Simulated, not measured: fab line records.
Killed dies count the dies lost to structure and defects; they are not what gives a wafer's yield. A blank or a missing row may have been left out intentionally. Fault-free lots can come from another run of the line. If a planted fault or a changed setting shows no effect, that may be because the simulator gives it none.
Matching of chambers -- flow sky130 -- SKY_VIA1_ETCH_15 on rie diel-01: 3 sister chambers
The step etches SiO2 in C4F8/O2/Ar, stops on TiN, target depth 351 nm, time 54 s. 3 wafers are shown with their chamber, then 5 later ones without.

== EACH WAFER AND ITS CHAMBER ==
wafer,chamber,oes product au (a.u.)
L079.5,3,0.978
L087.1,1,0.980
L087.3,0,0.976

== WAFERS WITHOUT THEIR CHAMBER ==
wafer,oes product au (a.u.)
L089.1,0.977
L089.2,0.975
L089.5,0.983
L091.3,0.983
L091.6,0.980

== CHAMBER TAKEN BY EACH ==
wafer,from the rows above,in truth
L089.1,can't be placed: 0 or 3 or 1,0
L089.2,can't be placed: 0 or 3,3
L089.5,can't be placed: 1 or 3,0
L091.3,can't be placed: 1 or 3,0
L091.6,can't be placed: 1 or 3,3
0 of 5 placed correctly. Not placeable from these rows: 5 (in 3, the candidates include the true chamber). Number placed wrongly: 0.
How it was worked out, from the rows above alone: a wafer's distance from a chamber is the root of the sum, over the readings, of the square of ((its reading less the chamber's mean) divided by the reading's scatter). The wafer belongs to the nearest chamber; if the next one is less than 2 further off, it can't be placed. Each chamber's mean is taken over the wafers shown for it. The scatter: root of mean squared gap, hidden wafer to nearest shown wafer, with one shown wafer a chamber.
